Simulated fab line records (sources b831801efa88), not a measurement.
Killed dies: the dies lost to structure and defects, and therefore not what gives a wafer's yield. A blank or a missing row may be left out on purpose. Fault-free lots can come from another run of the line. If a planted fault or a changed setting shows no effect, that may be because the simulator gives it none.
Matching of chambers :: flow gf180mcu :: GF_V1_CVD_02 on pecvd-01: 3 sister chambers
The step deposits SiO2 from TEOS, target thk 850 nm, time 94.851 s. 6 wafers are shown with their chamber, then 8 later ones without.

== EACH WAFER AND ITS CHAMBER ==
wafer: L455.1
chamber: 0
heaterPowerW (W): 528

wafer: L455.3
chamber: 2
heaterPowerW (W): 905

wafer: L455.6
chamber: 2
heaterPowerW (W): 723

wafer: L456.1
chamber: 0
heaterPowerW (W): 581

wafer: L456.4
chamber: 1
heaterPowerW (W): 693

wafer: L458.2
chamber: 1
heaterPowerW (W): 688

== WAFERS WHOSE CHAMBER IS MISSING ==
wafer: L458.3
heaterPowerW (W): 742

wafer: L458.4
heaterPowerW (W): 830

wafer: L459.3
heaterPowerW (W): 592

wafer: L459.5
heaterPowerW (W): 713

wafer: L459.6
heaterPowerW (W): 634

wafer: L460.1
heaterPowerW (W): 640

wafer: L460.4
heaterPowerW (W): 816

wafer: L460.6
heaterPowerW (W): 648

== CHAMBER TAKEN BY EACH ==
wafer: L458.3
from the rows above: can't be placed: 1 or 2 or 0
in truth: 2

wafer: L458.4
from the rows above: can't be placed: 2 or 1
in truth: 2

wafer: L459.3
from the rows above: can't be placed: 0 or 1
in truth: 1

wafer: L459.5
from the rows above: can't be placed: 1 or 2 or 0
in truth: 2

wafer: L459.6
from the rows above: can't be placed: 1 or 0 or 2
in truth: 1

wafer: L460.1
from the rows above: can't be placed: 1 or 0 or 2
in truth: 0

wafer: L460.4
from the rows above: can't be placed: 2 or 1
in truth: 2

wafer: L460.6
from the rows above: can't be placed: 1 or 0 or 2
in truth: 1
Placed correctly: 0 of 8. Cannot be placed on the basis of these rows: 8; the candidates contain the true chamber in 8. Wrongly placed: 0.
How it was worked out, from the rows above alone: a wafer's distance from a chamber is the root of the sum, over the readings, of the square of ((its reading less the chamber's mean) divided by the reading's scatter). The wafer belongs to the nearest chamber; if the next one is less than 2 further off, it can't be placed. For every chamber, the mean is computed from those of its wafers that are shown. The scatter: the root of (the sum of the squares of (reading less its chamber's mean) over the shown wafers, divided by (wafers less chambers)).
